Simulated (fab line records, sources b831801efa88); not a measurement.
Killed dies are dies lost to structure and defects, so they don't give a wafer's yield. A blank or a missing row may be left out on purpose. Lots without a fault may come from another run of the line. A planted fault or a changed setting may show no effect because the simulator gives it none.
Which tool did it? | flow sky130 | 6 lots, 18 wafers sampled, at 2 steps of a route of 708

WHAT THE GAUGES READ, wafer by wafer
SKY_NWELL_TW_MEAS_26.
lot  | measured     | on            | NWELL_2_TW
L871 | day 5 19:19  | film_metro-04 | 491.1 495.5 493.1
L875 | day 6 21:40  | film_metro-02 | 493.6 493.9 495.9
L877 | day 7 08:20  | film_metro-03 | 499.6 496.9 496.2
L879 | day 7 20:14  | film_metro-02 | 499.9 498.0 498.1
L883 | day 8 19:34  | film_metro-03 | 500.4 501.9 498.4
L888 | day 10 00:53 | film_metro-03 | 399.7 399.2 400.4

WHICH TOOL RAN EACH LOT (tool, then ch and the chambers of the sampled wafers, then the start)
lot  | SKY_NWELL_IMPLANT_24
L871 | implanter-01 ch 0, day 5 19:04
L875 | implanter-03 ch 0, day 6 21:25
L877 | implanter-01 ch 0, day 7 08:06
L879 | implanter-03 ch 0, day 7 19:59
L883 | implanter-03 ch 0, day 8 19:19
L888 | implanter-02 ch 0, day 10 00:39
- SKY_NWELL_IMPLANT_24

THE ANSWER, worked out from the rows above alone
Rule: what is usual is taken from the lots themselves. Put in order of their means at a reading, lots are off if they are a third of the lots or fewer, leave a main group of 4 or more, and stand apart from it by a gap of 3 or more times the standard deviation of the main group's means; of several such gaps the widest counts. A main group whose means are all the same, to the digits that the tables above print for the reading, isn't used. A lot without any number at a reading at which 4 lots or more have one is off too. The other lots that the step has rows for count as sound.
Off: L888, at SKY_NWELL_TW_MEAS_26 (NWELL_2_TW). The main group: mean 496.8, standard deviation 2.6.
A tool fits if, at a process step before that reading, it ran every lot that is off, and no sound lot after the first of them. The gauges at SKY_NWELL_TW_MEAS_26 are tried like those tools. Can't be told from this: 2 tools fit, implanter-02 at SKY_NWELL_IMPLANT_24, film_metro-03 at SKY_NWELL_TW_MEAS_26.

WHAT THE SIMULATOR HAD PUT IN
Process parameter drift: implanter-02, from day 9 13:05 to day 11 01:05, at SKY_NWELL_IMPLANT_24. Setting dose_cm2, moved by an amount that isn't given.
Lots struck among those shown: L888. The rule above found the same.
